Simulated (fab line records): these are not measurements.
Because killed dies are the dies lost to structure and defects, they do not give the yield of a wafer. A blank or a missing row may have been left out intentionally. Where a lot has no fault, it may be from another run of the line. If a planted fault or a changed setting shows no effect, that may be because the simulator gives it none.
Code-filled problem report in 8D (eight disciplines) form | flow gf180mcu | the parts of the form that need people (team, actions taken, sign-off) are left out

## 1. THE ISSUE
At GF_PSD_CD_MEAS_07, cd nm averages 383.7 nm over 9 wafers from 3 lots, while fault-free wafers read 401.0 nm, standard deviation 1.9. That is -9.1 standard deviations from the usual mean.
The step: target cd 400 nm.
Seen first at day 19 18:58 on cd sem-01, wafer L722.2. Wafers with a number at this step in the record: 45, from 15 lots. By rule, "out" or "out of limits" means more than 4 standard deviations away from the usual mean. Any other wafer with a number is counted as sound.

## 2. WHAT IT IS; WHAT IT IS NOT
question                    | is                     | is not
which readings at this step | cd nm                  | -
which lots                  | L722, L726, L728       | L707, L709, L710, L712, L714, L715, L716, L717, L718, L724, L727, L729
which wafers of those lots  | all that have a number | -
read on which gauges        | cd sem-01, cd sem-02   | -
when                        | from day 19 18:58      | up to then (27 sound wafers); but 9 sound wafers of L724, L727, L729 came after

## 3. THE SUSPECTS, EACH WITH WHAT RULES IT OUT
Counting: any tool at a process step up to the reading is kept as a suspect provided that every lot that is out went through it and no sound lot did after the first of them.
- the gauge at GF_PSD_CD_MEAS_07 has been ruled out. Those wafers that are out were read across 2 gauges (cd sem-01, cd sem-02).
- iline stepper-01 at GF_PSD_EXPOSE_04 (exposes mask Pplus, target cd 400 nm): kept. Every lot that is out went through it, starting with L722 (day 19 07:18), and after that it ran no sound lot; the last sound lot it ran before then is L718 (day 17 21:56). Out on those wafers are its own readings of exposure dose mJ cm2.
Remaining after the count: iline stepper-01 at GF_PSD_EXPOSE_04.

## 4. THE CAUSE (what the simulator had put in)
Process parameter drift: iline stepper-01, from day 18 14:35 on, at GF_PSD_EXPOSE_04. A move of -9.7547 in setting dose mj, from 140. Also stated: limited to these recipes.
Only this tool survived the counting.

## 5. SEQUENCE OF EFFECTS, ordered by route
Each row: a reading where the mean over the struck wafers with a number is more than 3 standard deviations away from the usual. Scope: only readings with a usual standard deviation given in the record; hours: median across lots of the time from each lot's start at the first step in this table that gives one to its start at this step; sigmas: change in usual standard deviations.
hours | step              | reading              | usual    | on struck wafers | change | sigmas
0     | GF_PSD_EXPOSE_04  | exposure dose mJ cm2 | 139.94   | 131.88           | -8.06  | -62
11    | GF_PSD_CD_MEAS_07 | cd nm                | 401.0 nm | 383.7            | -17.3  | -9.1
The process steps in it:
- GF_PSD_EXPOSE_04: exposes mask Pplus, target cd 400 nm.

## 6. WHAT WOULD HAVE CAUGHT IT SOONER
The first out-of-limits reading at a measuring or inspecting step in this record came at day 19 18:58, 28 hours after the fault's start at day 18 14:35.
The tool's own readings at GF_PSD_EXPOSE_04 were out on every struck wafer that the step has a row for (exposure dose mJ cm2): an alarm limit on them would have fired on the first of those.
Among the 3 lots that are out, L726, L728 began GF_PSD_EXPOSE_04 on iline stepper-01 after day 19 18:58. A hold on the tool at that time would have spared those 2.
